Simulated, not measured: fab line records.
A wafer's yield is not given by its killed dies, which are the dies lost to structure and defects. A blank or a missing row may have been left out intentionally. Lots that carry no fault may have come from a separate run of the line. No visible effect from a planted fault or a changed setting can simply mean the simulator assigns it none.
fab line records    flow sky130
record lots=5  wafers=15  last-day=50
route steps=708 shown METAL1@439
lots with no fault: from the same line, run without faults
start-h: hours from the record's first day to the start of the lot's first wafer shown    wait-h: hours since the lot's step before    " identical to the entry in the row above    L1.1+2: one row covering several wafers at once    - either no value or no given start    * or withheld: withheld    < > ~ a bound
route shown NAME@n: names a module that has steps shown in the file, with the first one's number in the route    usual: mean/standard deviation of fault-free wafers    same: alike in all rows    chamber/n: place in a boat    sites: readings site by site    _std_site: the values' standard deviation    _edge_site: the outer-site mean with the inner-site mean subtracted    radius-mm: for every site, how far away it sits from the centre of the wafer    mask NAME#n: copy n    behind: the most recent tool/chamber to have shaped the wafer    hold: reason for holding the lot/hours on hold/outcome of the hold    device: the n, p or np transistor that did not switch    end of line: tests run on the same wafers once the route is complete    where a step has no rows: the recipe by itself    killed: at the first sort, the dies lost to defects and structure; wafer yield is something else    map: the dies of a wafer, with x for killed, . for not killed, _ for no die there
set.NAME: setting as actually run; set.NAME@STEP: the setting as run at that earlier step    model.NAME: the simulator's own value behind a step, which no gauge read
a table for each step, a row for each wafer; lots at some steps of the route
services: a tool's chamber out of use, with start hour (start-h, from the record's first day; less than 0 if before it), hours out, and reason
## steps
# step SKY_METAL1_RS_MEAS_05
# recipe thk-meas-gauge=four-point-probe  reads=TiN_of_METAL1_SPUTTER_04+Ti_of_METAL1_SPUTTER_03+AlCu_of_METAL1_SPUTTER_02+TiN_of_METAL1_SPUTTER_01+Ti_of_METAL1_SPUTTER_00
# usual METAL1_ALCU_RS=0.1264/0.0011
lot.wafer  tool           chamber  start-h  wait-h  METAL1_ALCU_RS[ohm/sq]
L077.1     film-metro-01  -        782.13   0.0     0.1282
L077.2     "              -        "        "       0.1275
L077.6     "              -        "        "       0.1285
L082.2     film-metro-01  -        818.99   0.0     0.1250
L082.4     "              -        "        "       0.1261
L082.5     "              -        "        "       0.1255
L090.2     film-metro-04  -        873.78   0.0     0.1248
L090.5     "              -        "        "       0.1258
L090.6     "              -        "        "       0.1256
L092.2     film-metro-04  -        888.86   0.0     0.1269
L092.4     "              -        "        "       0.1263
L092.5     "              -        "        "       0.1260
L094.2     film-metro-02  -        903.41   0.0     0.1240
L094.4     "              -        "        "       0.1251
L094.6     "              -        "        "       0.1249
# step SKY_METAL1_THK_MEAS_06
# recipe thk-meas-gauge=xrf  reads=AlCu_of_METAL1_SPUTTER_02
# usual METAL1_ALCU_THK=252.8/2.5
lot.wafer  tool           chamber  start-h  wait-h  METAL1_ALCU_THK[nm]
L077.1     film-metro-01  -        782.25   0.1     249.0
L077.2     "              -        "        "       248.8
L077.6     "              -        "        "       247.1
L082.2     film-metro-01  -        819.10   0.1     254.1
L082.4     "              -        "        "       253.5
L082.5     "              -        "        "       253.6
L090.2     film-metro-04  -        873.89   0.1     256.2
L090.5     "              -        "        "       254.0
L090.6     "              -        "        "       255.6
L092.2     film-metro-04  -        888.97   0.1     253.9
L092.4     "              -        "        "       256.6
L092.5     "              -        "        "       256.7
L094.2     film-metro-02  -        903.52   0.1     257.3
L094.4     "              -        "        "       254.2
L094.6     "              -        "        "       253.7
# step SKY_METAL1_DEHYDRATE_07
# recipe temp-c=200  time-s=58.87
lot.wafer   tool            chamber  start-h  wait-h
L077.1+2+6  litho-track-01  0        794.50   12.2
L082.2+4+5  litho-track-01  0        831.67   12.6
L090.2+5+6  litho-track-01  0        886.42   12.5
L092.2+4+5  litho-track-01  0        901.07   12.1
L094.2+4+6  litho-track-02  0        916.26   12.7
# step SKY_METAL1_HMDS_08
# recipe prime-time-s=60  prime-temp-c=120
lot.wafer   tool            chamber  start-h  wait-h
L077.1+2+6  litho-track-01  0        794.65   0.1
L082.2+4+5  litho-track-01  0        831.82   0.1
L090.2+5+6  litho-track-01  0        886.57   0.1
L092.2+4+5  litho-track-01  0        901.22   0.1
L094.2+4+6  litho-track-02  0        916.41   0.1
# step SKY_METAL1_COAT_09
# recipe resist=BARC  temp-c=withheld  time-s=withheld  spin-rpm=3000  resist-thk-nm=60
lot.wafer   tool            chamber  start-h  wait-h
L077.1+2+6  litho-track-01  0        794.80   0.1
L082.2+4+5  litho-track-01  0        831.97   0.1
L090.2+5+6  litho-track-01  0        886.72   0.1
L092.2+4+5  litho-track-01  0        901.37   0.1
L094.2+4+6  litho-track-02  0        916.56   0.1
# step SKY_METAL1_COAT_10
# recipe resist=KrF-thick  spin-rpm=3000  resist-thk-nm=450
lot.wafer   tool            chamber  start-h  wait-h
L077.1+2+6  litho-track-01  0        -        -
L082.2+4+5  litho-track-01  0        -        -
L090.2+5+6  litho-track-01  0        -        -
L092.2+4+5  litho-track-01  0        -        -
L094.2+4+6  litho-track-02  0        -        -
# step SKY_METAL1_SOFTBAKE_11
# recipe temp-c=100  time-s=90  resist=KrF-thick
lot.wafer   tool            chamber  start-h  wait-h
L077.1+2+6  litho-track-01  0        -        -
L082.2+4+5  litho-track-01  0        -        -
L090.2+5+6  litho-track-01  0        -        -
L092.2+4+5  litho-track-01  0        -        -
L094.2+4+6  litho-track-02  0        -        -
# step SKY_METAL1_EXPOSE_12
# recipe mask-id=MM1  na=0.8  source-shape=annular  sigma-inner=0.55  sigma-outer=0.85  target-cd-nm=140  dose-mj=28
# same na=0.8
lot.wafer   tool            chamber  start-h  wait-h  mask
L077.1+2+6  krf-scanner-01  0        -        -       MM1#0
L082.2+4+5  krf-scanner-01  0        -        -       MM1#0
L090.2+5+6  krf-scanner-02  0        -        -       MM1#0
L092.2+4+5  krf-scanner-01  0        -        -       MM1#0
L094.2+4+6  krf-scanner-02  0        -        -       MM1#0
# step SKY_METAL1_PEB_13
# recipe peb-temp-c=withheld  peb-time-s=withheld  resist=KrF-thick
lot.wafer   tool            chamber  start-h  wait-h
L077.1+2+6  litho-track-01  0        -        -
L082.2+4+5  litho-track-04  0        -        -
L090.2+5+6  litho-track-01  0        -        -
L092.2+4+5  litho-track-02  0        -        -
L094.2+4+6  litho-track-02  0        -        -
# step SKY_METAL1_DEVELOP_14
# recipe develop-time-s=60  resist=KrF-thick  dev-temp-c=21
lot.wafer   tool            chamber  start-h  wait-h
L077.1+2+6  litho-track-01  0        -        -
L082.2+4+5  litho-track-04  0        -        -
L090.2+5+6  litho-track-01  0        -        -
L092.2+4+5  litho-track-02  0        -        -
L094.2+4+6  litho-track-02  0        -        -
# step SKY_METAL1_CD_MEAS_15
# recipe target-cd-nm=140
# usual cd-nm=139.9/1.3
lot.wafer  tool       chamber  start-h  wait-h  cd-nm
L077.1     cd-sem-01  -        808.60   -       140.4
L077.2     "          -        "        "       141.1
L077.6     "          -        "        "       140.5
L082.2     cd-sem-02  -        844.27   -       142.2
L082.4     "          -        "        "       141.8
L082.5     "          -        "        "       140.8
L090.2     cd-sem-02  -        900.37   -       138.6
L090.5     "          -        "        "       140.1
L090.6     "          -        "        "       142.5
L092.2     cd-sem-02  -        914.50   -       142.2
L092.4     "          -        "        "       139.3
L092.5     "          -        "        "       140.9
L094.2     cd-sem-01  -        929.10   -       140.8
L094.4     "          -        "        "       139.8
L094.6     "          -        "        "       140.3
# step SKY_METAL1_OVL_MEAS_16
# usual METAL1_OVL=-2/5.7
lot.wafer  tool        chamber  start-h  wait-h  METAL1_OVL[nm]
L077.1     overlay-01  -        808.72   0.1     -1
L077.2     "           -        "        "       -9
L077.6     "           -        "        "       -1
L082.2     overlay-02  -        844.38   0.1     0
L082.4     "           -        "        "       6
L082.5     "           -        "        "       -2
L090.2     overlay-01  -        900.47   0.1     3
L090.5     "           -        "        "       1
L090.6     "           -        "        "       1
L092.2     overlay-02  -        914.61   0.1     0
L092.4     "           -        "        "       -3
L092.5     "           -        "        "       2
L094.2     overlay-02  -        929.21   0.1     -2
L094.4     "           -        "        "       -2
L094.6     "           -        "        "       -4
# step SKY_METAL1_DESCUM_17
# recipe chemistry=O2  source-power-w=150  bias-power-w=0  pressure-mtorr=10  temp-c=40  time-s=8
# usual drypump-motor-current-A=5.5/0.37  oes-product-au=1.004/0.01
lot.wafer  tool          chamber  start-h  wait-h  drypump-motor-current-A  oes-product-au  rf-hours-counter-h
L077.1     rie-metal-01  0        808.75   0.0     5.9                      1.012           14
L077.2     "             1        "        "       5.3                      0.997           10
L077.6     "             1        "        "       5.3                      0.982           -
L082.2     rie-metal-03  1        844.41   0.0     5.1                      0.998           15
L082.4     "             0        "        "       5.1                      1.015           -
L082.5     "             0        "        "       5.1                      1.020           -
L090.2     rie-metal-04  0        900.50   0.0     6.3                      0.991           12
L090.5     "             1        "        "       5.6                      0.993           -
L090.6     "             0        "        "       6.3                      0.992           -
L092.2     rie-metal-01  1        914.64   0.0     5.3                      1.006           15
L092.4     "             0        "        "       5.9                      1.004           -
L092.5     "             1        "        "       5.4                      1.000           -
L094.2     rie-metal-03  0        929.24   0.0     5.2                      1.023           10
L094.4     "             0        "        "       5.1                      1.021           -
L094.6     "             1        "        "       5.2                      1.008           -
## services
tool            chamber  start-h  hours  kind
krf-scanner-02  -        782.19   1.0    pm
rie-metal-04    -        804.12   1.2    repair
krf-scanner-02  -        832.55   0.2    repair
rie-metal-01    0        839.52   -      clean
rie-metal-01    0        839.52   19.4   scheduled-down
rie-metal-01    0        839.52   19.4   vent-cycle
krf-scanner-01  -        841.25   0.8    pm
krf-scanner-02  -        844.94   3.6    pm
rie-metal-03    1        854.95   -      clean
rie-metal-03    1        854.95   38.8   scheduled-down
rie-metal-03    1        854.95   38.8   vent-cycle
krf-scanner-02  -        858.76   0.8    pm
krf-scanner-01  -        871.56   3.6    pm
krf-scanner-02  -        879.15   0.2    repair
krf-scanner-01  -        883.44   1.0    pm
rie-metal-04    -        888.27   0.5    repair
krf-scanner-02  -        922.04   2.1    repair
## key
fault none
